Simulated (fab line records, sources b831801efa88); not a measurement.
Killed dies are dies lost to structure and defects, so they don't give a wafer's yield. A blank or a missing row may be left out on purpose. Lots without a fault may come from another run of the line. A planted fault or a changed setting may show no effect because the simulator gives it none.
One fault seen from 2 desks | flow gf180mcu | each desk has only its own numbers; what lay behind them comes last

THE METROLOGY DESK
What the gauges read, lot by lot, whatever tool the lot ran on: means of the sampled wafers that have a number. A lot is out of limits, marked OUT, if its mean lies more than 4 standard deviations from the usual mean; the brackets give that distance.
Columns: A = HV_LDD_01_OVL at GF_HV_LDD_OVL_MEAS_20, usual -1.1 nm; B = SALICIDE_TIN_THK at GF_SALICIDE_THK_MEAS_05, usual 19.83 nm
lot  | first seen here | A    | B
L491 | day 12 04:52    | -0.0 | 20.01
L493 | day 12 16:33    | -1.6 | 20.09
L492 | day 12 16:52    | -2.2 | 19.88
L498 | day 14 08:49    | -0.1 | 19.46
L499 | day 14 15:19    | -1.3 | 20.54
L500 | day 14 23:10    | -1.8 | 20.02
L501 | day 15 03:22    | -2.9 | 19.92
L503 | day 15 23:16    | 0.2  | 19.91
L504 | day 16 03:55    | -2.7 | 19.78
L505 | day 16 15:25    | -0.9 | 19.55
L507 | day 17 01:10    | -0.1 | 19.66
L511 | day 18 08:16    | -0.2 | 19.92
This desk's finding: nothing out of limits on any of the 12 lots.

THE TOOL OWNER'S DESK: pvd_sputter-03
The tool's own readings at GF_SALICIDE_SPUTTER_03 (material TiN, target thk 20 nm, time 16.7 s): means of the sampled wafers that have a number, for each lot that ran on this tool. A lot is out of limits, marked OUT, if its mean lies more than 4 standard deviations from the usual mean; the brackets give that distance.
Columns: A = throttle_valve_pct at GF_SALICIDE_SPUTTER_03, usual 30.5 %
lot  | first seen here | A
L493 | day 17 11:13    | 31.4
L499 | day 19 16:58    | 30.6
L505 | day 21 19:13    | 31.0
L507 | day 22 06:43    | 31.9
This desk's finding: nothing out of limits on any of the 4 lots.

PUT TOGETHER
The metrology desk saw nothing out of limits.
The tool owner's desk saw nothing out of limits.

WHAT THE SIMULATOR HAD PUT IN
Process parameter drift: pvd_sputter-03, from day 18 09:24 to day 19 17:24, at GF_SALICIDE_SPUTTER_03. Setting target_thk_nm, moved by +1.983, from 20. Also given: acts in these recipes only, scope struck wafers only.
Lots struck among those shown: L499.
